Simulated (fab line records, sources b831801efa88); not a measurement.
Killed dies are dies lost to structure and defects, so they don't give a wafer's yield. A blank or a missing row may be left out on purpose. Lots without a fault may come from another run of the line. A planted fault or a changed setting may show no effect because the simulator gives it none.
Which tool did it? | flow sky130 | 10 lots, 30 wafers sampled, at 6 steps of a route of 708

WHAT THE GAUGES READ, wafer by wafer
SKY_SPACER_THK_MEAS_01.
lot  | measured     | on            | SPACER_CVD_00_THK (nm)
L463 | day 23 08:22 | film_metro-03 | 42.1 42.1 42.1
L466 | day 24 15:26 | film_metro-04 | 42.4 42.6 42.3
L467 | day 24 22:17 | film_metro-03 | 42.6 42.8 42.8
L468 | day 25 16:13 | film_metro-04 | 43.5 43.5 43.4
L469 | day 25 20:56 | film_metro-03 | 42.2 42.2 42.5
L470 | day 26 02:06 | film_metro-03 | 43.9 43.4 43.5
L471 | day 26 08:02 | film_metro-04 | 43.7 43.5 43.4
L473 | day 27 13:49 | film_metro-03 | 50.5 50.4 50.5
L474 | day 27 23:15 | film_metro-04 | 49.6 49.6 49.5
L475 | day 28 00:35 | film_metro-04 | 50.6 50.8 50.2

SKY_METAL1_THK_MEAS_06: measures by xrf.
lot  | measured     | on            | METAL1_ALCU_THK (nm)
L463 | day 31 23:16 | film_metro-03 | 247 247 248
L466 | day 33 04:43 | film_metro-03 | 248 248 251
L467 | day 33 09:23 | film_metro-04 | 248 245 248
L468 | day 34 01:40 | film_metro-03 | 251 252 254
L469 | day 34 06:54 | film_metro-03 | 260 258 261
L470 | day 34 11:41 | film_metro-04 | 250 246 248
L471 | day 34 15:04 | film_metro-04 | 245 244 243
L473 | day 35 22:44 | film_metro-02 | 246 246 248
L474 | day 36 04:08 | film_metro-02 | 253 251 254
L475 | day 36 05:07 | film_metro-02 | 251 253 249

WHICH TOOL RAN EACH LOT (tool, then ch and the chambers of the sampled wafers, then the start)
lot  | SKY_FIELD_ISO_STRIP_16              | SKY_SPACER_CVD_00           | SKY_SPACER_ETCHBACK_02             | SKY_METAL1_SPUTTER_03
L463 | plasma_asher-02 ch 0,1, day 2 09:29 | lpcvd-02 ch 0, day 23 07:10 | rie_diel-02 ch 0,2,3, day 23 08:26 | pvd_sputter-04, day 31 23:05
L466 | plasma_asher-03 ch 0,1, day 3 02:14 | lpcvd-02 ch 0, day 24 14:13 | rie_diel-03 ch 0,1,2, day 24 15:29 | pvd_sputter-01, day 33 04:31
L467 | plasma_asher-03 ch 0, day 3 06:55   | lpcvd-02 ch 0, day 24 21:05 | rie_diel-01 ch 0,2,3, day 24 22:21 | pvd_sputter-03, day 33 09:11
L468 | plasma_asher-03 ch 0,1, day 3 11:56 | lpcvd-02 ch 1, day 25 15:01 | rie_diel-02 ch 0,2, day 25 16:17   | pvd_sputter-01, day 34 01:29
L469 | plasma_asher-04 ch 0,1, day 3 17:47 | lpcvd-02 ch 1, day 25 19:43 | rie_diel-02 ch 0,1,2, day 25 20:59 | pvd_sputter-01, day 34 06:43
L470 | plasma_asher-04 ch 0,1, day 3 22:29 | lpcvd-02 ch 0, day 26 00:53 | rie_diel-01 ch 0,2,3, day 26 02:09 | pvd_sputter-01, day 34 11:29
L471 | plasma_asher-04 ch 0,1, day 4 03:47 | lpcvd-02 ch 0, day 26 06:50 | rie_diel-03 ch 0,1,3, day 26 08:06 | pvd_sputter-04, day 34 14:53
L473 | plasma_asher-02 ch 0,1, day 4 13:50 | lpcvd-02 ch 1, day 27 12:35 | rie_diel-01 ch 1,2,3, day 27 13:51 | pvd_sputter-03, day 35 22:31
L474 | plasma_asher-03 ch 0,1, day 4 20:07 | lpcvd-02 ch 0, day 27 22:03 | rie_diel-03 ch 1,3, day 27 23:19   | pvd_sputter-03, day 36 03:57
L475 | plasma_asher-02 ch 0,1, day 5 00:40 | lpcvd-02 ch 0, day 27 23:23 | rie_diel-02 ch 0,1,3, day 28 00:39 | pvd_sputter-01, day 36 04:56
- SKY_FIELD_ISO_STRIP_16: strips in O2/N2.
- SKY_SPACER_CVD_00: deposits Si3N4 from DCS/NH3, target thk 43.1 nm, time 740 s.
- SKY_SPACER_ETCHBACK_02: etches Si3N4 in CH3F/O2, stops on SiO2, time 46.7 s, target depth 45 nm.
- SKY_METAL1_SPUTTER_03: material Ti, target thk 5 nm, time 3.3 s.

WHAT THE TOOLS THEMSELVES READ (means of the sampled wafers that have a number; where no wafer has one, the mark that the record gives instead)
SKY_FIELD_ISO_STRIP_16.
lot  | tool            | chamber_pressure_mTorr (mTorr) | drypump_motor_current_A (A) | oes_product_au (a.u.) | strip_time_to_endpoint_s (s)
L463 | plasma_asher-02 | 1500.9                         | 5.2                         | 0.380                 | 3.60
L466 | plasma_asher-03 | 1500.7                         | 6.2                         | 0.379                 | 3.61
L467 | plasma_asher-03 | 1500.1                         | 6.3                         | 0.379                 | 3.59
L468 | plasma_asher-03 | 1500.6                         | 6.0                         | 0.383                 | 3.65
L469 | plasma_asher-04 | 1500.0                         | 6.0                         | 0.382                 | 3.60
L470 | plasma_asher-04 | 1500.9                         | 6.0                         | 0.382                 | 3.62
L471 | plasma_asher-04 | 1501.0                         | 5.8                         | 0.384                 | 3.65
L473 | plasma_asher-02 | 1501.3                         | 5.2                         | 0.378                 | 3.61
L474 | plasma_asher-03 | 1499.8                         | 6.0                         | 0.380                 | 3.62
L475 | plasma_asher-02 | 1499.8                         | 5.2                         | 0.378                 | 3.62

SKY_SPACER_CVD_00.
lot  | tool     | pressure_mtorr (mTorr) | spike_tc_bottom_C (C) | spike_tc_centre_C (C) | spike_tc_lower_C (C) | spike_tc_top_C (C) | spike_tc_upper_C (C) | susceptor_temp_C (C)
L463 | lpcvd-02 | 250.0                  | 791.2                 | 772.8                 | 772.3                | 784.3              | 770.7                | 769.8
L466 | lpcvd-02 | 249.2                  | 790.1                 | 772.1                 | 772.3                | 784.6              | 770.0                | 770.1
L467 | lpcvd-02 | 249.1                  | 789.9                 | 774.2                 | 771.6                | 783.9              | 771.5                | 770.1
L468 | lpcvd-02 | 249.5                  | 791.9                 | 772.2                 | 768.5                | 779.9              | 769.8                | 770.1
L469 | lpcvd-02 | 250.1                  | 791.0                 | 771.8                 | 768.6                | 781.3              | 770.6                | 770.6
L470 | lpcvd-02 | 250.2                  | 791.7                 | 772.5                 | 771.9                | 783.8              | 770.6                | 769.8
L471 | lpcvd-02 | 250.4                  | 791.0                 | 772.2                 | 771.7                | 784.4              | 770.5                | 769.6
L473 | lpcvd-02 | 249.8                  | 801.0                 | 779.4                 | 775.8                | 789.0              | 778.5                | 778.7
L474 | lpcvd-02 | 249.6                  | 799.6                 | 781.3                 | 780.0                | 792.8              | 780.1                | 778.0
L475 | lpcvd-02 | 249.8                  | 799.0                 | 781.5                 | 780.7                | 792.3              | 779.4                | 778.6

SKY_SPACER_ETCHBACK_02.
lot  | tool        | chamber_pressure_mTorr (mTorr) | drypump_motor_current_A (A) | oes_product_au (a.u.) | throttle_valve_pct (%)
L463 | rie_diel-02 | 25.004                         | 6.1                         | 0.842                 | 10.562
L466 | rie_diel-03 | 24.993                         | 5.5                         | 0.846                 | 10.561
L467 | rie_diel-01 | 24.985                         | 5.7                         | 0.848                 | 10.559
L468 | rie_diel-02 | 25.016                         | 6.0                         | 0.861                 | 10.561
L469 | rie_diel-02 | 24.999                         | 5.8                         | 0.842                 | 10.565
L470 | rie_diel-01 | 24.990                         | 5.7                         | 0.864                 | 10.563
L471 | rie_diel-03 | 24.985                         | 5.6                         | 0.858                 | 10.557
L473 | rie_diel-01 | 24.996                         | 5.8                         | 0.936                 | 10.570
L474 | rie_diel-03 | 25.019                         | 5.4                         | 0.924                 | 10.575
L475 | rie_diel-02 | 25.013                         | 5.8                         | 0.938                 | 10.569

SKY_METAL1_SPUTTER_03.
lot  | tool           | throttle_valve_pct (%)
L463 | pvd_sputter-04 | 30.6
L466 | pvd_sputter-01 | 31.5
L467 | pvd_sputter-03 | 30.9
L468 | pvd_sputter-01 | 30.3
L469 | pvd_sputter-01 | 30.4
L470 | pvd_sputter-01 | 30.9
L471 | pvd_sputter-04 | 30.9
L473 | pvd_sputter-03 | 30.7
L474 | pvd_sputter-03 | 31.5
L475 | pvd_sputter-01 | 31.1

THE ANSWER, worked out from the rows above alone
Rule: what is usual is taken from the lots themselves. Put in order of their means at a reading, lots are off if they are a third of the lots or fewer, leave a main group of 4 or more, and stand apart from it by a gap of 3 or more times the standard deviation of the main group's means; of several such gaps the widest counts. A main group whose means are all the same, to the digits that the tables above print for the reading, isn't used. A lot without any number at a reading at which 4 lots or more have one is off too. The other lots that the step has rows for count as sound. The gauges are gone through in route order, then the tools' own readings, and for those a lot's mean is taken as printed above. The first step at which some lot is off is used, and at that step the reading that is off furthest; a lot without a number counts as furthest.
Off: L473, L474, L475, at SKY_SPACER_THK_MEAS_01 (SPACER_CVD_00_THK). The main group: mean 42.9 nm, standard deviation 0.59.
A tool fits if, at a process step before that reading, it ran every lot that is off, and no sound lot after the first of them. The gauges at SKY_SPACER_THK_MEAS_01 aren't tried: what is off there is off at SKY_SPACER_CVD_00 too, on other tools, and a gauge's error can't cause that. One fits: lpcvd-02 at SKY_SPACER_CVD_00. Its last sound lot is L471 (day 26 06:50), its first lot that is off L473 (day 27 12:35): a fault that began between those two fits.
The tool's own readings at SKY_SPACER_CVD_00 bear it out: on the lots that are off they differ by more than 5 times the standard deviation of the sound lots' means. spike_tc_bottom_C reads 799.9 C there against 791.0 C on the sound lots; spike_tc_centre_C reads 780.7 C there against 772.5 C on the sound lots; spike_tc_lower_C reads 778.8 C there against 771.0 C on the sound lots; spike_tc_upper_C reads 779.3 C there against 770.5 C on the sound lots; susceptor_temp_C reads 778.4 C there against 770.0 C on the sound lots.

WHAT THE SIMULATOR HAD PUT IN
Process parameter drift: lpcvd-02, from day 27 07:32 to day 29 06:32, at SKY_SPACER_CVD_00. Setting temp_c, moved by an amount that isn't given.
Lots struck among those shown: L473, L474, L475. The rule above found the same.
